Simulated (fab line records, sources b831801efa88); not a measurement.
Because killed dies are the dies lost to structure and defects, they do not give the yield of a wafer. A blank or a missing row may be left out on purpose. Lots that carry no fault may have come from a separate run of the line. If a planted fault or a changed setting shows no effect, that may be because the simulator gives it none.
Which of the tools did it? | flow gf180mcu | 7 lots with 21 wafers sampled at 2 steps, on a route of 602 steps

## WHAT THE GAUGES SHOWED, per wafer
GF_POLY_GATE_THK_MEAS_17.
lot  | measured     | on            | POLY_GATE_OXIDATION_THK (nm)
L523 | day 10 10:09 | film-metro-01 | 3.99 4.03 3.97
L525 | day 10 23:44 | film-metro-02 | 4.08 4.04 4.05
L527 | day 11 10:22 | film-metro-04 | 4.06 4.01 4.02
L529 | day 12 01:46 | film-metro-04 | 4.12 4.05 4.09
L533 | day 13 10:45 | film-metro-01 | 4.05 4.02 4.02
L540 | day 15 15:31 | film-metro-04 | 4.02 3.97 3.99
L542 | day 16 02:54 | film-metro-01 | 3.90 3.96 3.90

## WHAT TOOL EACH LOT RAN ON (gives the tool, then ch and the chambers of the sampled wafers, and finally the start)
lot  | GF_DUAL_GATE_STRIP_13
L523 | plasma-asher-04 ch 0,1, day 9 10:14
L525 | plasma-asher-04 ch 0,1, day 9 23:42
L527 | plasma-asher-01 ch 0,1, day 10 11:11
L529 | plasma-asher-03 ch 0,1, day 11 02:31
L533 | plasma-asher-03 ch 1, day 12 09:49
L540 | plasma-asher-04 ch 0,1, day 14 11:37
L542 | plasma-asher-03 ch 0,1, day 15 00:51
- GF_DUAL_GATE_STRIP_13: strips in O2/N2.

## THE ANSWER, worked out from the rows above alone
Rule: usual is defined by the lots themselves. Put in order of their means at a reading, lots are off if they are a third of the lots or fewer, leave a main group of 4 or more, and stand apart from it by a gap of 3 or more times the standard deviation of the main group's means; of several such gaps the widest counts. Not used: any main group whose means are identical at the precision the tables above print for the reading. A lot without any number at a reading at which 4 lots or more have one is off too. Any other lot the step has rows for is counted as sound.
Nothing can be told from this: no lot is off at any reading shown.

## WHAT WAS PUT IN BY THE SIMULATOR
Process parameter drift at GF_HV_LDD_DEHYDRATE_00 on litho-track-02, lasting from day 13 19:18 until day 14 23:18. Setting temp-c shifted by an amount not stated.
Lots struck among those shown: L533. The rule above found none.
